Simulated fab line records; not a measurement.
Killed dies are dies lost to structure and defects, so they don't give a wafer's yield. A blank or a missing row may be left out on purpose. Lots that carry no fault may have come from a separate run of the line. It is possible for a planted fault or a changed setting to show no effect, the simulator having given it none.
A single fault, viewed from 2 desks + flow sky130 + each desk has only its own numbers; what lay behind them comes last

## AT THE TOOL OWNER'S DESK: cmp-02
The tool's own readings at SKY_VIA3_CMP_24 (polishes, stops on SiO2, t overpolish 20 s, target thk 0 nm): means of the sampled wafers that have a number, for each lot that ran on this tool. If a lot's mean is further than 4 standard deviations from the usual mean, the lot is out of limits and carries the mark OUT (the distance appears in the brackets).
Columns: A = motorCurrentA at SKY_VIA3_CMP_24, usual 11.1 A; B = overpolishRunS at SKY_VIA3_CMP_24, usual 20.002 s; C = timeToEndpointS at SKY_VIA3_CMP_24, usual 97 s
| lot  | first seen here | A    | B                       | C             |
|------|-----------------|------|-------------------------|---------------|
| L572 | day 39 17:47    | 11.3 | 20.000                  | 95            |
| L574 | day 40 06:36    | 11.7 | 20.002                  | 91            |
| L582 | day 43 01:25    | 11.3 | 0.042 (-99 or more) OUT | 150 (+12) OUT |
| L583 | day 43 07:53    | 11.5 | 0.040 (-99 or more) OUT | 149 (+11) OUT |
This desk's finding: out of limits on L582, L583; first on L582, day 43 01:25 (overpolishRunS at SKY_VIA3_CMP_24). L572, L574 stayed within limits.

## METROLOGY DESK
Means of the sampled wafers that have a number, per lot and without regard to the tool the lot ran on: this is what the gauges read. If a lot's mean is further than 4 standard deviations from the usual mean, the lot is out of limits and carries the mark OUT (the distance appears in the brackets).
Columns: A = CAPM_TIN_RS at SKY_CAPM_RS_MEAS_03, usual 6.87 ohm/sq; B = METAL3_OVL at SKY_METAL3_OVL_MEAS_14, usual 1 nm
| lot  | first seen here | A    | B  |
|------|-----------------|------|----|
| L572 | day 36 09:36    | 6.99 | 8  |
| L574 | day 37 00:52    | 7.03 | 2  |
| L578 | day 38 01:16    | 6.86 | 0  |
| L577 | day 38 01:59    | 6.76 | 8  |
| L582 | day 39 22:01    | 6.78 | -2 |
| L583 | day 40 05:15    | 6.94 | -2 |
| L586 | day 40 23:39    | 6.90 | 4  |
| L589 | day 42 03:56    | 6.87 | 4  |
| L588 | day 42 05:25    | 6.91 | -1 |
| L590 | day 42 06:03    | 6.92 | 2  |
| L591 | day 42 08:59    | 6.91 | -2 |
| L592 | day 42 11:54    | 6.77 | -3 |
| L594 | day 43 02:20    | 6.95 | 3  |
| L595 | day 43 09:14    | 6.85 | 1  |
This desk found nothing out of limits on any of the 14 lots.

## PUT TOGETHER
The tool owner's desk had the chance to raise an alarm at day 43 01:25 on L582, L583.
At the metrology desk, nothing out of limits was observed.
The metrology desk has L582, L583 on record, within its limits.
On cmp-02, each named lot ran SKY_VIA3_CMP_24.

## WHAT HAD BEEN PUT IN BY THE SIMULATOR
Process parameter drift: cmp-02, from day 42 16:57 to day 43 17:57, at SKY_VIA3_CMP_24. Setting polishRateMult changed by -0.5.
Struck lots among those shown: L582, L583.
How many hours passed from the start of the fault until each desk's first out-of-limits reading: the tool owner's desk, 8.
